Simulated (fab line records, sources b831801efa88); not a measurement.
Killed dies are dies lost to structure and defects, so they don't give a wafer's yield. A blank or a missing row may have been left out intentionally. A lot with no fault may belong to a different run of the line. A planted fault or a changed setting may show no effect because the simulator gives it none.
Chamber matching -- flow gf180mcu -- cmp-01 running GF_V5_CMP_04: 4 sister chambers
The step polishes SiO2. 4 wafers are shown with their chamber, then 8 later ones without.

WAFERS PAIRED WITH THEIR CHAMBERS
wafer,chamber,motor-current-A (A)
L815.5,0,9.9
L816.6,3,13.3
L817.1,1,13.0
L818.3,2,11.6

WAFERS WITHOUT THEIR CHAMBER
wafer,motor-current-A (A)
L818.4,13.3
L818.5,11.9
L827.2,9.7
L827.3,13.1
L827.6,12.5
L828.3,12.3
L828.5,13.2
L828.6,11.6

WHICH CHAMBER EACH WENT THROUGH
wafer,from the rows above,in truth
L818.4,can't be placed: 3 or 1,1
L818.5,2,2
L827.2,0,0
L827.3,can't be placed: 1 or 3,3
L827.6,can't be placed: 1 or 3 or 2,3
L828.3,can't be placed: 1 or 2 or 3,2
L828.5,can't be placed: 3 or 1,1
L828.6,2,2
Correctly placed: 3 of 8. Unplaceable from these rows: 5, with the true chamber sitting among the candidates in 5. Placed wrongly: 0.
How it was worked out, from the rows above alone: a wafer's distance from a chamber is the root of the sum, over the readings, of the square of ((its reading less the chamber's mean) divided by the reading's scatter). If the next closest chamber is less than 2 further off than the closest, the wafer can't be placed; otherwise it belongs to the closest. The mean given for a chamber averages the wafers shown for that chamber. The scatter: root of mean squared gap, hidden wafer to nearest shown wafer, with one shown wafer a chamber.
